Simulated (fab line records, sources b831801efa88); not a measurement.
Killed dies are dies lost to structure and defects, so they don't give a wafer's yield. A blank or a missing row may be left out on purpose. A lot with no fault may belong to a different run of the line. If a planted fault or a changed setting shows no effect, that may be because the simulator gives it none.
fab line records	flow gf180mcu
record: lots: 5	wafers: 15	last-day: 34
route steps=602 shown LVPWELL@63 MVSD@66 MVPSD@78 VT_IMPLANT@90
lots with no fault: from the same line, run without faults
start-h: start of the lot's first displayed wafer, in hours after the record's first day	wait-h: how many hours have passed since the lot's step before this one	" identical to the entry in the row above	L1.1+2: a row that stands for several wafers	- no value present, or no start provided	* or withheld: withheld	< > ~ a bound
route shown NAME@n: a module of which the file shows steps, and the number in the route of the first	usual: mean and standard deviation over wafers with no fault	same: alike in all rows	chamber/n: place in a boat	sites: readings site by site	_std_site: standard deviation of those values	_edge_site: inner sites' mean taken away from outer sites' mean	radius-mm: how far each site lies from the wafer's centre	mask NAME#n: copy n	behind: the most recent tool/chamber to have shaped the wafer	hold: cause of the lot's hold/its duration in hours/its outcome	device: the transistor (n, p or np) that didn't switch	end of line: at the end of the route, the tests of the same wafers	for a step that has no rows: nothing shown but its recipe	killed: the dies lost at the first sort to structure and to defects; this is not the yield of the wafer	map: dies across one wafer; x = killed, . = not, _ = none there
set.NAME: the setting the step ran with; set.NAME@STEP: the setting that earlier step ran with	model.NAME: the simulator's own value behind a step, which no gauge read
lots at selected steps of the route; one table per step, one row per wafer
services: when a tool's chamber went out of use (start-h, in hours from the record's first day, below 0 if earlier), for how many hours, and the reason
== steps ==
step: GF_LVPWELL_IMPLANT_09
recipe: species: B	energy-kev: 60	dose-cm2: 5e+12	tilt-deg: 0
lot.wafer	tool	chamber	start-h	wait-h
L084.1+3+6	implanter-02	0	125.44	0.1
L085.4+5+6	implanter-01	0	130.72	0.1
L089.3+5+6	implanter-01	0	151.85	0.1
L095.4+5+6	implanter-02	0	185.37	0.1
L096.1+4+5	implanter-04	0	190.99	0.1
step: GF_LVPWELL_STRIP_10
recipe: chemistry: O2/N2	power-w: 1400	pressure-mtorr: 1500	platen-temp-c: 250	o2-flow-sccm: 3000	n2-flow-sccm: 300	overash-fraction: 0.5
usual: drypump-motor-current-A: 6.1/0.41	heater-power-w: 359/52	oes-product-au: 0.722/0.0045	platen-temp-c: 249.99/0.16	strip-time-to-endpoint-s: 36.98/0.09
lot.wafer	tool	chamber	start-h	wait-h	drypump-motor-current-A	heater-power-w	oes-product-au	platen-temp-c	rf-hours-counter-h	strip-time-to-endpoint-s
L084.1	plasma-asher-01	0	125.59	0.1	5.6	353	0.726	250.10	47	37.03
L084.3	"	1	"	"	5.9	357	0.725	249.88	-	36.99
L084.6	"	0	"	"	5.6	358	0.719	250.09	-	36.97
L085.4	plasma-asher-02	1	130.83	0.1	5.5	388	0.719	249.98	-	37.00
L085.5	"	0	"	"	6.4	279	0.728	250.03	-	36.96
L085.6	"	1	"	"	5.5	401	0.722	250.02	-	37.07
L089.3	plasma-asher-02	1	151.98	0.1	5.5	395	0.735	249.88	-	36.99
L089.5	"	1	"	"	5.5	399	0.717	250.00	-	37.05
L089.6	"	0	"	"	6.4	280	0.718	250.03	-	36.96
L095.4	plasma-asher-04	1	185.48	0.1	6.7	424	0.720	250.03	-	37.08
L095.5	"	0	"	"	6.1	315	0.720	250.14	-	37.03
L095.6	"	1	"	"	6.6	422	0.722	249.98	-	36.99
L096.1	plasma-asher-02	0	191.14	0.1	6.4	279	0.723	249.88	9	36.88
L096.4	"	1	"	"	5.5	397	0.723	249.81	-	36.79
L096.5	"	1	"	"	5.5	403	0.716	249.70	-	36.86
step: GF_LVPWELL_TW_MEAS_11
usual: LVPWELL_TW: 556/3.2
lot.wafer	tool	chamber	start-h	wait-h	LVPWELL_TW
L084.1	film-metro-04	-	125.69	0.1	557
L084.3	"	-	"	"	558
L084.6	"	-	"	"	559
L085.4	film-metro-04	-	130.92	0.1	560
L085.5	"	-	"	"	560
L085.6	"	-	"	"	555
L089.3	film-metro-03	-	152.07	0.1	552
L089.5	"	-	"	"	553
L089.6	"	-	"	"	551
L095.4	film-metro-01	-	185.57	0.1	561
L095.5	"	-	"	"	559
L095.6	"	-	"	"	555
L096.1	film-metro-01	-	191.24	0.1	561
L096.4	"	-	"	"	561
L096.5	"	-	"	"	560
step: GF_MVSD_DEHYDRATE_00
recipe: temp-c: 200	time-s: 60
usual: heater-power-total-W: 160.36/0.13
lot.wafer	tool	chamber	start-h	wait-h	heater-power-total-W
L084.1	litho-track-04	0	132.11	6.4	160.23
L084.3	"	0	"	"	160.31
L084.6	"	0	"	"	160.28
L085.4	litho-track-04	0	137.98	7.0	160.41
L085.5	"	0	"	"	160.30
L085.6	"	0	"	"	160.17
L089.3	litho-track-03	0	159.21	7.1	160.14
L089.5	"	0	"	"	160.36
L089.6	"	0	"	"	160.24
L095.4	litho-track-02	0	193.03	7.4	160.18
L095.5	"	0	"	"	160.19
L095.6	"	0	"	"	160.28
L096.1	litho-track-02	0	198.95	7.7	160.47
L096.4	"	0	"	"	160.40
L096.5	"	0	"	"	160.28
step: GF_MVSD_HMDS_01
recipe: prime-time-s: 60	prime-temp-c: 120
same: prime-time-s: 60
lot.wafer	tool	chamber	start-h	wait-h
L084.1+3+6	litho-track-04	0	132.26	0.1
L085.4+5+6	litho-track-04	0	138.13	0.1
L089.3+5+6	litho-track-03	0	159.36	0.1
L095.4+5+6	litho-track-02	0	193.18	0.1
L096.1+4+5	litho-track-02	0	199.10	0.1
step: GF_MVSD_COAT_02
recipe: spin-rpm: 2000	resist-thk-nm: 3000
lot.wafer	tool	chamber	start-h	wait-h
L084.1+3+6	litho-track-04	0	132.41	0.1
L085.4+5+6	litho-track-04	0	138.28	0.1
L089.3+5+6	litho-track-03	0	159.51	0.1
L095.4+5+6	litho-track-02	0	193.33	0.1
L096.1+4+5	litho-track-02	0	199.25	0.1
step: GF_MVSD_SOFTBAKE_03
recipe: temp-c: 110	time-s: withheld
usual: heater-power-total-W: 65.31/0.13
lot.wafer	tool	chamber	start-h	wait-h	heater-power-total-W
L084.1	litho-track-04	0	132.56	0.1	65.29
L084.3	"	0	"	"	65.58
L084.6	"	0	"	"	65.37
L085.4	litho-track-04	0	138.46	0.1	65.24
L085.5	"	0	"	"	65.27
L085.6	"	0	"	"	65.29
L089.3	litho-track-03	0	159.68	0.1	65.10
L089.5	"	0	"	"	65.22
L089.6	"	0	"	"	65.42
L095.4	litho-track-02	0	193.50	0.1	65.13
L095.5	"	0	"	"	65.31
L095.6	"	0	"	"	65.12
L096.1	litho-track-02	0	199.40	0.1	65.43
L096.4	"	0	"	"	65.31
L096.5	"	0	"	"	65.35
step: GF_MVSD_EXPOSE_04
recipe: mask-id: MVSD	target-cd-nm: 1000	na: 0.6	source-shape: conventional	sigma-outer: 0.6	dose-mj: 260
lot.wafer	tool	chamber	start-h	wait-h	mask
L084.1+3+6	iline-stepper-02	0	-	-	MVSD#0
L085.4+5+6	iline-stepper-02	0	-	-	MVSD#0
L089.3+5+6	iline-stepper-02	0	-	-	MVSD#0
L095.4+5+6	iline-stepper-01	0	-	-	MVSD#0
L096.1+4+5	iline-stepper-01	0	-	-	MVSD#0
step: GF_MVSD_PEB_05
recipe: temp-c: 115	time-s: withheld
usual: heater-power-total-W: 69.32/0.13
lot.wafer	tool	chamber	start-h	wait-h	heater-power-total-W
L084.1	litho-track-04	0	-	-	69.10
L084.3	"	0	"	"	69.21
L084.6	"	0	"	"	69.46
L085.4	litho-track-04	0	-	-	69.22
L085.5	"	0	"	"	69.33
L085.6	"	0	"	"	69.19
L089.3	litho-track-02	0	-	-	69.24
L089.5	"	0	"	"	69.27
L089.6	"	0	"	"	69.41
L095.4	litho-track-02	0	-	-	69.16
L095.5	"	0	"	"	69.41
L095.6	"	0	"	"	69.25
L096.1	litho-track-03	0	-	-	69.07
L096.4	"	0	"	"	69.22
L096.5	"	0	"	"	69.46
step: GF_MVSD_DEVELOP_06
recipe: wall-angle-deg: 90	develop-time-s: 60	dev-temp-c: 23
usual: developer-temp-C: 22.99/0.1
lot.wafer	tool	chamber	start-h	wait-h	developer-temp-C
L084.1	litho-track-04	0	-	-	23.00
L084.3	"	0	"	"	22.90
L084.6	"	0	"	"	22.88
L085.4	litho-track-04	0	-	-	22.89
L085.5	"	0	"	"	22.94
L085.6	"	0	"	"	23.09
L089.3	litho-track-02	0	-	-	22.93
L089.5	"	0	"	"	23.10
L089.6	"	0	"	"	23.06
L095.4	litho-track-02	0	-	-	23.01
L095.5	"	0	"	"	23.10
L095.6	"	0	"	"	22.87
L096.1	litho-track-03	0	-	-	22.99
L096.4	"	0	"	"	22.96
L096.5	"	0	"	"	23.01
step: GF_MVSD_OVL_MEAS_07
usual: MVSD_OVL: -0.7/1.7
lot.wafer	tool	chamber	start-h	wait-h	MVSD_OVL[nm]
L084.1	overlay-01	-	140.11	-	-0.8
L084.3	"	-	"	"	-1.8
L084.6	"	-	"	"	-0.2
L085.4	overlay-01	-	146.02	-	-1.3
L085.5	"	-	"	"	0.0
L085.6	"	-	"	"	-2.0
L089.3	overlay-01	-	167.16	-	-1.2
L089.5	"	-	"	"	0.4
L089.6	"	-	"	"	0.1
L095.4	overlay-01	-	202.22	-	-2.0
L095.5	"	-	"	"	-3.1
L095.6	"	-	"	"	-2.1
L096.1	overlay-01	-	208.21	-	-3.5
L096.4	"	-	"	"	-3.5
L096.5	"	-	"	"	-3.4
step: GF_MVSD_IMPLANT_08
recipe: species: P	energy-kev: 400	dose-cm2: 1.6e+13	tilt-deg: 0
lot.wafer	tool	chamber	start-h	wait-h
L084.1+3+6	implanter-03	0	140.14	0.0
L085.4+5+6	implanter-03	0	146.12	0.1
L089.3+5+6	implanter-02	0	167.24	0.1
L095.4+5+6	implanter-03	0	202.31	0.1
L096.1+4+5	implanter-03	0	208.24	0.0
step: GF_MVSD_IMPLANT_09
recipe: species: P	energy-kev: 100	dose-cm2: 5e+12	tilt-deg: 0
lot.wafer	tool	chamber	start-h	wait-h
L084.1+3+6	implanter-03	0	140.29	0.1
L085.4+5+6	implanter-03	0	146.27	0.1
L089.3+5+6	implanter-02	0	167.39	0.1
L095.4+5+6	implanter-03	0	202.46	0.1
L096.1+4+5	implanter-03	0	208.39	0.1
step: GF_MVSD_STRIP_10
recipe: chemistry: O2/N2	power-w: 1400	pressure-mtorr: 1500	platen-temp-c: 250	o2-flow-sccm: 3000	n2-flow-sccm: 300	overash-fraction: 0.5
usual: drypump-motor-current-A: 6.0/0.58	heater-power-w: 358/58	oes-product-au: 0.723/0.0044	platen-temp-c: 250.01/0.19	strip-time-to-endpoint-s: 36.98/0.1
lot.wafer	tool	chamber	start-h	wait-h	drypump-motor-current-A	heater-power-w	oes-product-au	platen-temp-c	rf-hours-counter-h	strip-time-to-endpoint-s
L084.1	plasma-asher-02	1	140.44	0.1	5.5	398	0.724	249.85	2	37.01
L084.3	"	1	"	"	5.5	396	0.711	249.99	-	36.89
L084.6	"	0	"	"	6.4	279	0.723	250.40	-	36.92
L085.4	plasma-asher-04	1	146.38	0.1	6.7	446	0.732	249.97	-	37.13
L085.5	"	0	"	"	6.1	325	0.720	250.27	-	37.10
L085.6	"	1	"	"	6.6	434	0.728	249.83	-	37.17
L089.3	plasma-asher-04	1	167.52	0.1	6.6	432	0.725	250.06	-	36.80
L089.5	"	1	"	"	6.6	426	0.720	250.08	-	36.92
L089.6	"	0	"	"	6.1	310	0.724	250.02	-	36.92
L095.4	plasma-asher-02	0	202.57	0.1	6.4	288	0.721	250.43	-	37.02
L095.5	"	1	"	"	5.5	399	0.719	250.08	-	37.05
L095.6	"	0	"	"	6.4	281	0.720	250.25	-	36.97
L096.1	plasma-asher-03	1	208.54	0.1	4.9	303	0.718	249.89	62	37.11
L096.4	"	0	"	"	6.2	416	0.728	250.62	-	37.03
L096.5	"	0	"	"	6.2	402	0.723	250.10	-	37.12
step: GF_MVSD_TW_MEAS_11
usual: MVSD_TW: 1568/11
lot.wafer	tool	chamber	start-h	wait-h	MVSD_TW
L084.1	film-metro-04	-	140.54	0.1	1578
L084.3	"	-	"	"	1576
L084.6	"	-	"	"	1577
L085.4	film-metro-01	-	146.47	0.1	1586
L085.5	"	-	"	"	1585
L085.6	"	-	"	"	1577
L089.3	film-metro-01	-	167.61	0.1	1585
L089.5	"	-	"	"	1591
L089.6	"	-	"	"	1587
L095.4	film-metro-01	-	202.67	0.1	1579
L095.5	"	-	"	"	1565
L095.6	"	-	"	"	1576
L096.1	film-metro-04	-	208.64	0.1	1565
L096.4	"	-	"	"	1575
L096.5	"	-	"	"	1565
step: GF_MVPSD_DEHYDRATE_00
recipe: temp-c: 200	time-s: 60
usual: heater-power-total-W: 160.36/0.11
lot.wafer	tool	chamber	start-h	wait-h	heater-power-total-W
L084.1	litho-track-01	0	147.56	7.0	160.44
L084.3	"	0	"	"	160.16
L084.6	"	0	"	"	160.37
L085.4	litho-track-02	0	153.68	7.2	160.54
L085.5	"	0	"	"	160.42
L085.6	"	0	"	"	160.48
L089.3	litho-track-02	0	174.95	7.3	160.35
L089.5	"	0	"	"	160.32
L089.6	"	0	"	"	160.58
L095.4	litho-track-01	0	210.94	8.3	160.15
L095.5	"	0	"	"	160.42
L095.6	"	0	"	"	160.31
L096.1	litho-track-01	0	216.76	8.1	160.45
L096.4	"	0	"	"	160.38
L096.5	"	0	"	"	160.51
step: GF_MVPSD_HMDS_01
recipe: prime-time-s: 60	prime-temp-c: 120
same: prime-time-s: 60
lot.wafer	tool	chamber	start-h	wait-h
L084.1+3+6	litho-track-01	0	147.71	0.1
L085.4+5+6	litho-track-02	0	153.83	0.1
L089.3+5+6	litho-track-02	0	175.10	0.1
L095.4+5+6	litho-track-01	0	211.09	0.1
L096.1+4+5	litho-track-01	0	216.91	0.1
step: GF_MVPSD_COAT_02
recipe: spin-rpm: 2000	resist-thk-nm: 3000
lot.wafer	tool	chamber	start-h	wait-h
L084.1+3+6	litho-track-01	0	147.86	0.1
L085.4+5+6	litho-track-02	0	153.98	0.1
L089.3+5+6	litho-track-02	0	175.25	0.1
L095.4+5+6	litho-track-01	0	211.24	0.1
L096.1+4+5	litho-track-01	0	217.06	0.1
step: GF_MVPSD_SOFTBAKE_03
recipe: temp-c: 110	time-s: withheld
usual: heater-power-total-W: 65.31/0.14
lot.wafer	tool	chamber	start-h	wait-h	heater-power-total-W
L084.1	litho-track-01	0	148.01	0.1	65.42
L084.3	"	0	"	"	65.12
L084.6	"	0	"	"	65.12
L085.4	litho-track-02	0	154.15	0.1	65.19
L085.5	"	0	"	"	65.34
L085.6	"	0	"	"	65.31
L089.3	litho-track-02	0	175.42	0.1	65.45
L089.5	"	0	"	"	65.49
L089.6	"	0	"	"	65.40
L095.4	litho-track-01	0	211.41	0.1	65.18
L095.5	"	0	"	"	65.21
L095.6	"	0	"	"	65.47
L096.1	litho-track-01	0	217.21	0.1	65.22
L096.4	"	0	"	"	65.35
L096.5	"	0	"	"	65.24
step: GF_MVPSD_EXPOSE_04
recipe: mask-id: MVPSD	target-cd-nm: 1000	na: 0.6	source-shape: conventional	sigma-outer: 0.6	dose-mj: 260
lot.wafer	tool	chamber	start-h	wait-h	mask
L084.1+3+6	iline-stepper-02	0	-	-	MVPSD#0
L085.4+5+6	iline-stepper-02	0	-	-	MVPSD#0
L089.3+5+6	iline-stepper-01	0	-	-	MVPSD#0
L095.4+5+6	iline-stepper-02	0	-	-	MVPSD#0
L096.1+4+5	iline-stepper-02	0	-	-	MVPSD#0
step: GF_MVPSD_PEB_05
recipe: temp-c: 115	time-s: withheld
usual: heater-power-total-W: 69.34/0.12
lot.wafer	tool	chamber	start-h	wait-h	heater-power-total-W
L084.1	litho-track-02	0	-	-	69.44
L084.3	"	0	"	"	69.33
L084.6	"	0	"	"	69.45
L085.4	litho-track-03	0	-	-	69.41
L085.5	"	0	"	"	69.46
L085.6	"	0	"	"	69.39
L089.3	litho-track-01	0	-	-	69.35
L089.5	"	0	"	"	69.51
L089.6	"	0	"	"	69.49
L095.4	litho-track-02	0	-	-	69.40
L095.5	"	0	"	"	69.13
L095.6	"	0	"	"	69.44
L096.1	litho-track-03	0	-	-	69.23
L096.4	"	0	"	"	69.44
L096.5	"	0	"	"	69.34
step: GF_MVPSD_DEVELOP_06
recipe: wall-angle-deg: 90	develop-time-s: 60	dev-temp-c: 23
usual: developer-temp-C: 23.02/0.1
lot.wafer	tool	chamber	start-h	wait-h	developer-temp-C
L084.1	litho-track-02	0	-	-	23.08
L084.3	"	0	"	"	22.89
L084.6	"	0	"	"	22.93
L085.4	litho-track-03	0	-	-	23.10
L085.5	"	0	"	"	23.01
L085.6	"	0	"	"	23.06
L089.3	litho-track-01	0	-	-	22.98
L089.5	"	0	"	"	22.98
L089.6	"	0	"	"	22.79
L095.4	litho-track-02	0	-	-	22.92
L095.5	"	0	"	"	23.05
L095.6	"	0	"	"	23.00
L096.1	litho-track-03	0	-	-	22.99
L096.4	"	0	"	"	23.08
L096.5	"	0	"	"	22.93
step: GF_MVPSD_OVL_MEAS_07
usual: MVPSD_OVL: -0.1/1.3
lot.wafer	tool	chamber	start-h	wait-h	MVPSD_OVL[nm]
L084.1	overlay-02	-	156.15	-	2.0
L084.3	"	-	"	"	2.0
L084.6	"	-	"	"	2.7
L085.4	overlay-02	-	161.13	-	1.7
L085.5	"	-	"	"	2.8
L085.6	"	-	"	"	1.0
L089.3	overlay-01	-	183.47	-	-1.2
L089.5	"	-	"	"	-1.2
L089.6	"	-	"	"	-1.7
L095.4	overlay-01	-	219.97	-	0.1
L095.5	"	-	"	"	0.5
L095.6	"	-	"	"	0.7
L096.1	overlay-02	-	226.46	-	-1.5
L096.4	"	-	"	"	0.0
L096.5	"	-	"	"	-1.6
step: GF_MVPSD_IMPLANT_08
recipe: species: B	energy-kev: 170	dose-cm2: 1.5e+13	tilt-deg: 0
lot.wafer	tool	chamber	start-h	wait-h
L084.1+3+6	implanter-04	0	156.19	0.0
L085.4+5+6	implanter-03	0	161.22	0.1
L089.3+5+6	implanter-04	0	183.55	0.1
L095.4+5+6	implanter-03	0	220.06	0.1
L096.1+4+5	implanter-01	0	226.49	0.0
step: GF_MVPSD_IMPLANT_09
recipe: species: B	energy-kev: 40	dose-cm2: 5e+12	tilt-deg: 0
lot.wafer	tool	chamber	start-h	wait-h
L084.1+3+6	implanter-04	0	156.34	0.1
L085.4+5+6	implanter-03	0	161.37	0.1
L089.3+5+6	implanter-04	0	183.70	0.1
L095.4+5+6	implanter-03	0	220.21	0.1
L096.1+4+5	implanter-01	0	226.64	0.1
step: GF_MVPSD_STRIP_10
recipe: chemistry: O2/N2	power-w: 1400	pressure-mtorr: 1500	platen-temp-c: 250	o2-flow-sccm: 3000	n2-flow-sccm: 300	overash-fraction: 0.5
usual: drypump-motor-current-A: 5.7/0.51	heater-power-w: 349/47	oes-product-au: 0.722/0.0044	platen-temp-c: 250.03/0.19	strip-time-to-endpoint-s: 36.91/0.09
lot.wafer	tool	chamber	start-h	wait-h	drypump-motor-current-A	heater-power-w	oes-product-au	platen-temp-c	rf-hours-counter-h	strip-time-to-endpoint-s
L084.1	plasma-asher-02	0	156.49	0.1	6.4	280	0.716	250.05	5	37.16
L084.3	"	0	"	"	6.4	286	0.722	249.68	-	37.09
L084.6	"	0	"	"	6.4	285	0.729	249.97	-	36.99
L085.4	plasma-asher-02	0	161.48	0.1	6.3	284	0.726	250.18	-	37.08
L085.5	"	0	"	"	6.3	281	0.719	250.01	-	37.04
L085.6	"	1	"	"	5.5	392	0.727	249.72	-	36.91
L089.3	plasma-asher-03	1	183.83	0.1	4.9	299	0.719	250.27	-	36.87
L089.5	"	1	"	"	4.9	297	0.716	250.10	-	36.82
L089.6	"	0	"	"	6.2	403	0.723	250.21	-	36.82
L095.4	plasma-asher-03	0	220.32	0.1	6.2	406	0.722	249.75	-	36.78
L095.5	"	1	"	"	4.9	304	0.717	249.77	-	36.92
L095.6	"	0	"	"	6.2	411	0.724	250.00	-	36.83
L096.1	plasma-asher-01	1	226.79	0.1	5.9	346	0.720	249.97	54	36.85
L096.4	"	0	"	"	5.6	368	0.724	250.46	-	36.95
L096.5	"	1	"	"	5.9	358	0.732	249.89	-	36.98
step: GF_MVPSD_TW_MEAS_11
usual: MVPSD_TW: 550/3.4
lot.wafer	tool	chamber	start-h	wait-h	MVPSD_TW
L084.1	film-metro-01	-	156.59	0.1	556
L084.3	"	-	"	"	554
L084.6	"	-	"	"	556
L085.4	film-metro-01	-	161.58	0.1	555
L085.5	"	-	"	"	554
L085.6	"	-	"	"	555
L089.3	film-metro-01	-	183.92	0.1	554
L089.5	"	-	"	"	553
L089.6	"	-	"	"	558
L095.4	film-metro-04	-	220.42	0.1	552
L095.5	"	-	"	"	555
L095.6	"	-	"	"	553
L096.1	film-metro-04	-	226.89	0.1	551
L096.4	"	-	"	"	552
L096.5	"	-	"	"	553
step: GF_VT_IMPLANT_DEHYDRATE_00
recipe: temp-c: 200	time-s: 60
usual: heater-power-total-W: 160.36/0.12
lot.wafer	tool	chamber	start-h	wait-h	heater-power-total-W
L084.1	litho-track-02	0	162.90	6.3	160.21
L084.3	"	0	"	"	160.39
L084.6	"	0	"	"	160.32
L085.4	litho-track-01	0	168.39	6.8	160.50
L085.5	"	0	"	"	160.47
L085.6	"	0	"	"	160.50
L089.3	litho-track-02	0	191.40	7.5	160.30
L089.5	"	0	"	"	160.39
L089.6	"	0	"	"	160.24
L095.4	litho-track-01	0	229.13	8.7	160.30
L095.5	"	0	"	"	160.47
L095.6	"	0	"	"	160.16
L096.1	litho-track-04	0	235.46	8.6	160.43
L096.4	"	0	"	"	160.40
L096.5	"	0	"	"	160.35
step: GF_VT_IMPLANT_HMDS_01
recipe: prime-time-s: 60	prime-temp-c: 120
same: prime-time-s: 60
lot.wafer	tool	chamber	start-h	wait-h
L084.1+3+6	litho-track-02	0	163.05	0.1
L085.4+5+6	litho-track-01	0	168.54	0.1
L089.3+5+6	litho-track-02	0	191.55	0.1
L095.4+5+6	litho-track-01	0	229.28	0.1
L096.1+4+5	litho-track-04	0	235.61	0.1
step: GF_VT_IMPLANT_COAT_02
recipe: resist: NOVOLAK	spin-rpm: 3000	resist-thk-nm: 1000
lot.wafer	tool	chamber	start-h	wait-h
L084.1+3+6	litho-track-02	0	163.20	0.1
L085.4+5+6	litho-track-01	0	168.69	0.1
L089.3+5+6	litho-track-02	0	191.70	0.1
L095.4+5+6	litho-track-01	0	229.43	0.1
L096.1+4+5	litho-track-04	0	235.76	0.1
step: GF_VT_IMPLANT_SOFTBAKE_03
recipe: temp-c: 90	time-s: 60	resist: NOVOLAK
usual: heater-power-total-W: 56.60/0.046
lot.wafer	tool	chamber	start-h	wait-h	heater-power-total-W
L084.1	litho-track-02	0	163.35	0.1	56.48
L084.3	"	0	"	"	56.55
L084.6	"	0	"	"	56.64
L085.4	litho-track-01	0	168.84	0.1	56.53
L085.5	"	0	"	"	56.52
L085.6	"	0	"	"	56.57
L089.3	litho-track-02	0	191.85	0.1	56.62
L089.5	"	0	"	"	56.60
L089.6	"	0	"	"	56.61
L095.4	litho-track-01	0	229.58	0.1	56.52
L095.5	"	0	"	"	56.64
L095.6	"	0	"	"	56.58
L096.1	litho-track-04	0	235.91	0.1	56.55
L096.4	"	0	"	"	56.58
L096.5	"	0	"	"	56.62
step: GF_VT_IMPLANT_EXPOSE_04
recipe: mask-id: LVPWELL_LV_AREA	target-cd-nm: 600	na: 0.6	source-shape: conventional	sigma-outer: 0.6	dose-mj: 140
lot.wafer	tool	chamber	start-h	wait-h	mask
L084.1+3+6	iline-stepper-01	0	-	-	LVPWELL_LV_AREA#0
L085.4+5+6	iline-stepper-02	0	-	-	LVPWELL_LV_AREA#0
L089.3+5+6	iline-stepper-01	0	-	-	LVPWELL_LV_AREA#0
L095.4+5+6	iline-stepper-01	0	-	-	LVPWELL_LV_AREA#0
L096.1+4+5	iline-stepper-02	0	-	-	LVPWELL_LV_AREA#0
step: GF_VT_IMPLANT_PEB_05
recipe: temp-c: withheld	time-s: *	resist: NOVOLAK
lot.wafer	tool	chamber	start-h	wait-h
L084.1+3+6	litho-track-04	0	-	-
L085.4+5+6	litho-track-04	0	-	-
L089.3+5+6	litho-track-02	0	-	-
L095.4+5+6	litho-track-04	0	-	-
L096.1+4+5	litho-track-02	0	-	-
step: GF_VT_IMPLANT_DEVELOP_06
recipe: develop-time-s: 60	dev-temp-c: 23
usual: developer-temp-C: 23.01/0.12
lot.wafer	tool	chamber	start-h	wait-h	developer-temp-C
L084.1	litho-track-04	0	171.51	0.1	23.11
L084.3	"	0	"	"	23.17
L084.6	"	0	"	"	22.93
L085.4	litho-track-04	0	176.93	0.1	23.06
L085.5	"	0	"	"	23.08
L085.6	"	0	"	"	23.04
L089.3	litho-track-02	0	199.80	0.1	23.23
L089.5	"	0	"	"	23.11
L089.6	"	0	"	"	23.08
L095.4	litho-track-04	0	238.53	0.1	22.93
L095.5	"	0	"	"	22.86
L095.6	"	0	"	"	23.13
L096.1	litho-track-02	0	245.10	0.1	23.00
L096.4	"	0	"	"	23.04
L096.5	"	0	"	"	23.11
== services ==
tool	chamber	start-h	hours	kind
implanter-04	-	104.25	3.0	repair
plasma-asher-02	-	108.75	9.0	pm
plasma-asher-02	0	108.75	9.0	vent-cycle
plasma-asher-02	1	108.75	9.0	vent-cycle
iline-stepper-01	-	108.88	1.7	pm
plasma-asher-02	0	117.75	-	clean
plasma-asher-02	1	117.75	-	clean
plasma-asher-01	-	136.60	28.4	pm
plasma-asher-04	-	150.05	14.6	pm
iline-stepper-01	-	153.72	2.1	pm
implanter-01	-	155.55	2.5	repair
iline-stepper-01	-	155.81	-	consumable-replace:lamp
implanter-03	-	166.39	1.2	repair
implanter-03	-	193.15	0.9	repair
implanter-04	-	194.52	1.8	repair
iline-stepper-01	-	195.10	4.4	pm
implanter-02	-	198.57	7.8	pm
implanter-03	-	223.93	3.0	repair
implanter-03	-	240.65	5.3	pm
== key ==
fault none
